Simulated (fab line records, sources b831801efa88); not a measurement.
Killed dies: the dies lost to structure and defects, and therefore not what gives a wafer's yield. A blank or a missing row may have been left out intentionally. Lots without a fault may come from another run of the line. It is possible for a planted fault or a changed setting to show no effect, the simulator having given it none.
8D (eight disciplines) problem report, filled in by code | flow sky130 | the parts of the form that need people (team, actions taken, sign-off) are left out

## 1. WHAT WENT WRONG
Mean of oesProductAu at SKY_POLY_GATE_ETCH_16: 0.374 a.u. across 9 wafers in 3 lots; on wafers with no fault it is 0.641 a.u. (standard deviation 0.0048). Relative to the usual mean, that is a shift of -56 standard deviations.
The step: etches Si3N4 in CH3F/O2, stops on poly-Si, time 147.5 s, target depth 75 nm.
Earliest sighting: wafer L338.1 on rieDiel-03 at day 22 04:49. At this step, 45 wafers from 15 lots have a number in the record. By rule, "out" or "out of limits" means more than 4 standard deviations away from the usual mean. Any other wafer with a number is counted as sound.

## 2. WHAT THIS IS AND IS NOT
question                    | is                     | is not
which readings at this step | oesProductAu           | O2_flow_sccm, biasW, drypumpMotorCurrentA
which lots                  | L338, L339, L340       | L325, L326, L327, L328, L331, L333, L334, L335, L336, L341, L342, L348
which wafers of those lots  | all that have a number | -
read on which tools         | rieDiel-03             | rieDiel-01, rieDiel-02
when                        | from day 22 04:49      | up to then (27 sound wafers); but 9 sound wafers of L341, L342, L348 came after

## 3. SUSPECTS, AND WHAT RULES EACH OUT
Counting: a tool at a process step up to the reading stays a suspect if it ran every lot that is out and no sound lot after the first of them.
- rieDiel-03 at SKY_POLY_GATE_ETCH_15 (etches BARC in N2/H2, stops on SiO2, time 118.5 s, target depth 110 nm): ruled out as a lasting fault. The sound lots L342, L348 went through it after L338, its earliest lot that is out (day 22 04:44).
- rieDiel-03 at SKY_POLY_GATE_ETCH_16 (etches Si3N4 in CH3F/O2, stops on poly-Si, time 147.5 s, target depth 75 nm): ruled out as a lasting fault. The sound lots L342, L348 went through it after L338, its earliest lot that is out (day 22 04:49).
Left after counting: nothing in the record.

## 4. THE CAUSE (what the simulator had put in)
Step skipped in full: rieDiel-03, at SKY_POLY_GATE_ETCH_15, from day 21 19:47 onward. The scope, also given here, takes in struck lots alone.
Counting ruled it out, wrongly.

## 5. THE CHAIN OF EFFECTS, in route order
One row per reading whose mean, taken over the struck wafers that have a number, lies over 3 standard deviations from the usual. Only readings whose record carries a usual standard deviation are examined. hours: median over the lots of the time between each lot's start at the first step of this table that gives one and its start at this step. sigmas: the change, counted in usual standard deviations.
hours | step                  | reading          | usual      | on struck wafers | change | sigmas
0     | SKY_POLY_GATE_ETCH_16 | oesProductAu     | 0.641 a.u. | 0.374            | -0.267 | -56
0     | SKY_POLY_GATE_ETCH_16 | throttleValvePct | 10.534 %   | 10.501           | -0.033 | -3.6
0     | SKY_POLY_GATE_ETCH_17 | oesProductAu     | 0.988 a.u. | 0.272            | -0.716 | -99 or more
It contains these process steps:
- SKY_POLY_GATE_ETCH_16: etches Si3N4 in CH3F/O2, stops on poly-Si, time 147.5 s, target depth 75 nm.
- SKY_POLY_GATE_ETCH_17: etches poly-Si in HBr/Cl2, stops on SiO2, target depth 180 nm, time 70.5 s.
Readings that are blank on the struck wafers while sound wafers have them: biasW at SKY_POLY_GATE_ETCH_15; chamberPressureMTorr at SKY_POLY_GATE_ETCH_15; drypumpMotorCurrentA at SKY_POLY_GATE_ETCH_15; oesProductAu at SKY_POLY_GATE_ETCH_15; throttleValvePct at SKY_POLY_GATE_ETCH_15; cdNm at SKY_POLY_GATE_CD_MEAS_22.

## 6. WHAT WOULD HAVE CAUGHT IT SOONER
First out-of-limits reading in this record: day 22 04:49, which is 9 hours after fault onset at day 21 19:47.
At SKY_POLY_GATE_ETCH_15 the tool's readings are blank on the struck wafers, where sound wafers have them: an empty tool record is the first sign, and it was there at once.
